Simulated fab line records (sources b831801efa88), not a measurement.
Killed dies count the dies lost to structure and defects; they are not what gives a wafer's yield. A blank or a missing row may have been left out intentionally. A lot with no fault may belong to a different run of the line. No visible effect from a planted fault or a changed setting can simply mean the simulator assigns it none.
Chamber matching	flow gf180mcu	3 sister chambers for GF_V1_CVD_00 on hdpcvd-02
The step deposits SiO2, target thk 600 nm, time 100 s. 14 wafers are shown with their chamber, then 7 later ones without.

WAFERS PAIRED WITH THEIR CHAMBERS
wafer	chamber	pressure mtorr (mTorr)
L440.2	1	6.011
L440.3	0	5.986
L440.6	1	6.003
L441.1	2	6.021
L441.2	1	5.993
L441.3	0	6.015
L443.4	1	6.010
L443.5	2	5.996
L443.6	0	5.992
L445.1	0	5.986
L445.3	2	5.996
L445.5	2	5.988
L449.3	2	5.978
L449.4	1	6.001

SIGNATURES (averages over the wafers above)
reading	chamber 0	chamber 1	chamber 2	scatter within a chamber
pressure mtorr	5.99475	6.00360	5.99580	0.0128
Rule: for a wafer and a chamber, the distance is found by dividing, reading by reading, the gap between the wafer's reading and the chamber's mean by the reading's scatter, squaring, summing and taking the root. The wafer belongs to the nearest chamber; if the next one is less than 2 further off, it can't be placed. The scatter: the root of (the sum of the squares of (reading less its chamber's mean) over the shown wafers, divided by (wafers less chambers)).

WAFERS WHOSE CHAMBER IS MISSING
wafer	pressure mtorr (mTorr)
L449.6	5.997
L456.3	6.009
L456.5	6.000
L456.6	6.020
L462.1	5.998
L462.3	6.005
L462.5	6.012

WHICH CHAMBER EACH WENT THROUGH
wafer	from the rows above	in truth
L449.6	can't be placed: 2 or 0 or 1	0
L456.3	can't be placed: 1 or 2 or 0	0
L456.5	can't be placed: 1 or 2 or 0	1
L456.6	can't be placed: 1 or 2 or 0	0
L462.1	can't be placed: 2 or 0 or 1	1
L462.3	can't be placed: 1 or 2 or 0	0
L462.5	can't be placed: 1 or 2 or 0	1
Correct placement for 0 of the 7. Can't be placed from these rows: 7 (the true chamber is among the candidates in 7). Wrongly placed: 0.
